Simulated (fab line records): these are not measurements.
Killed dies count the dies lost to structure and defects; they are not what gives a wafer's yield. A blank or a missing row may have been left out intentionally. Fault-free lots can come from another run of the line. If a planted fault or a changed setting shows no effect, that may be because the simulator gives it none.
One fault seen from 2 desks | flow sfqLine | each desk holds nothing but its own numbers, with what lay behind them at the end

DESK OF THE TOOL OWNER: pvdSputter-06
The tool's own readings at SFQ_TRILAYER_M7_DEP_SPUTTER_175 (material Nb, target thk 200 nm, time 133.3 s): means of the sampled wafers that have a number, for each lot that ran on this tool. If a lot's mean is further than 4 standard deviations from the usual mean, the lot is out of limits and carries the mark OUT (the distance appears in the brackets).
Columns: A = throttleValvePct at SFQ_TRILAYER_M7_DEP_SPUTTER_175, usual 30.0 %
lot  | first seen here | A
L136 | day 77 15:34    | 29.2
L137 | day 77 19:10    | 29.0
L144 | day 82 15:04    | 30.0
L146 | day 83 00:49    | 29.0
L149 | day 83 17:37    | 28.9
L151 | day 84 02:01    | 30.5
This desk found nothing out of limits on any of the 6 lots.

THE METROLOGY DESK
Lot by lot, what the gauges showed, no matter which tool ran the lot: averages of those sampled wafers that carry a number. If a lot's mean is further than 4 standard deviations from the usual mean, the lot is out of limits and carries the mark OUT (the distance appears in the brackets).
Columns: A = M7_NB_RS at SFQ_M7_RS_MEAS_943, usual 0.888 ohm/sq; B = M8_BOW at SFQ_M8_BOW_MEAS_951, usual 8 um
lot  | first seen here | A               | B
L133 | day 67 23:50    | 0.902           | -7
L134 | day 75 07:02    | 0.873           | -16
L135 | day 75 11:11    | 0.896           | 6
L136 | day 77 15:40    | 0.895           | 4
L137 | day 77 19:18    | 0.881           | 9
L140 | day 81 04:12    | 0.889           | 19
L141 | day 81 17:10    | 0.890           | 11
L144 | day 82 15:11    | 0.885           | -1
L145 | day 82 19:58    | 0.886           | 17
L146 | day 83 00:55    | 0.887           | -6
L149 | day 83 17:43    | 1.103 (+25) OUT | -4
L150 | day 83 23:44    | 0.887           | 7
L151 | day 84 02:07    | 1.110 (+26) OUT | 4
L156 | day 85 08:07    | 0.880           | 2
This desk's result: L149, L151 out of limits, first on L149 (M7_NB_RS at SFQ_M7_RS_MEAS_943), day 83 17:43. L133, L134, L135, L136, L137, L140, L141, L144, L145, L146, L150, L156 stayed within limits.

BROUGHT TOGETHER
Metrology desk: alarm possible at day 83 17:43 on L149, L151.
The tool owner's desk saw nothing out of limits.
The tool owner's desk has L149, L151 on record, within its limits.
SFQ_TRILAYER_M7_DEP_SPUTTER_175 was run on pvdSputter-06 by each of the lots named.

WHAT THE SIMULATOR PUT IN
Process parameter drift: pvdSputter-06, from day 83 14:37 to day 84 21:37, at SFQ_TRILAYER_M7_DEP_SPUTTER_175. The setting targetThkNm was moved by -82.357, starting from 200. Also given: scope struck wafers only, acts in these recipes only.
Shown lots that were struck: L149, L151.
Time in hours between the start of the fault and the first out-of-limits reading at each desk: metrology desk, 3.
